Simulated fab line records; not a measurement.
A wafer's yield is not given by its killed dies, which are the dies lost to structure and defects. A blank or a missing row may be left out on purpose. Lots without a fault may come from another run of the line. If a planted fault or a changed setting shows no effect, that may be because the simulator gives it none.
8D (eight disciplines) problem report, filled in by code / flow sky130 / the parts of the form that need people (team, actions taken, sign-off) are left out

== 1. WHAT WENT WRONG ==
Mean SD_N_RS at SKY_SD_N_RS_MEAS_16: 57.30 ohm/sq over 6 wafers in 2 lots; fault-free wafers: 68.51 ohm/sq, standard deviation 0.15. That puts it -75 standard deviations away from the usual mean.
The step: measures by four-point-probe.
First observed at day 34 12:40: wafer L788.1, on film-metro-01. The record holds 39 wafers of 13 lots with a number at this step. Rule for "out" (also "out of limits"): further than 4 standard deviations from the usual mean. The rest of the wafers with a number are treated as sound.

== 2. WHAT IT IS AND WHAT IT IS NOT ==
question=which readings at this step; is=SD_N_RS; is not=-
question=which lots; is=L788, L790; is not=L767, L768, L770, L771, L772, L773, L774, L776, L779, L781, L782
question=which wafers of those lots; is=all that have a number; is not=-
question=read on which gauges; is=film-metro-01, film-metro-04; is not=film-metro-02
question=when; is=from day 34 12:40; is not=up to then (33 sound wafers)

== 3. THE SUSPECTS, EACH WITH WHAT RULES IT OUT ==
Counting: any tool at a process step up to the reading is kept as a suspect provided that every lot that is out went through it and no sound lot did after the first of them.
- the gauge at SKY_SD_N_RS_MEAS_16 is ruled out. Those wafers that are out were read across 2 gauges (film-metro-01, film-metro-04).
- rtp-anneal-02 at SKY_SD_N_RTA_14 (time 2 s): kept. It ran every lot that is out, first L788 (day 34 12:29), and no sound lot after that; its last sound lot up to then is L782 (day 33 06:49).
Remaining after the count: rtp-anneal-02 at SKY_SD_N_RTA_14.

== 4. THE CAUSE (what the simulator had put in) ==
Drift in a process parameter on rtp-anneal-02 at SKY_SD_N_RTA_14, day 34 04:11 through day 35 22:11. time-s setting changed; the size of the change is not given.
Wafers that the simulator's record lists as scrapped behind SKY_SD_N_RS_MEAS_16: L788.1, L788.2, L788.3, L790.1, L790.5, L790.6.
After counting, this tool was the only one left.

== 5. THE CHAIN OF EFFECTS, in route order ==
Each row: a reading where the mean over the struck wafers with a number is more than 3 standard deviations away from the usual. Only readings for which the record gives a usual standard deviation are gone through. hours: the time from each lot's start at the first step in this table that gives one to its start at this step, as a median over the lots. sigmas: the change in usual standard deviations.
hours=0; step=SKY_SD_N_RS_MEAS_16; reading=SD_N_RS; usual=68.51 ohm/sq; on struck wafers=57.30; change=-11.21; sigmas=-75

== 6. WHAT WOULD HAVE CAUGHT IT SOONER ==
Counted from the fault's start at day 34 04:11, it took 8 hours until the first out-of-limits reading at a measuring or inspecting step in this record, taken at day 34 12:40.
An alarm limit of 4 standard deviations would not have fired on the tool readings at SKY_SD_N_RTA_14 for which the record gives a usual standard deviation, since none of them was out on any struck wafer.
Of the lots that are out (2), L790 began SKY_SD_N_RTA_14 on rtp-anneal-02 after day 34 12:40. A hold on the tool at that time would have spared it.
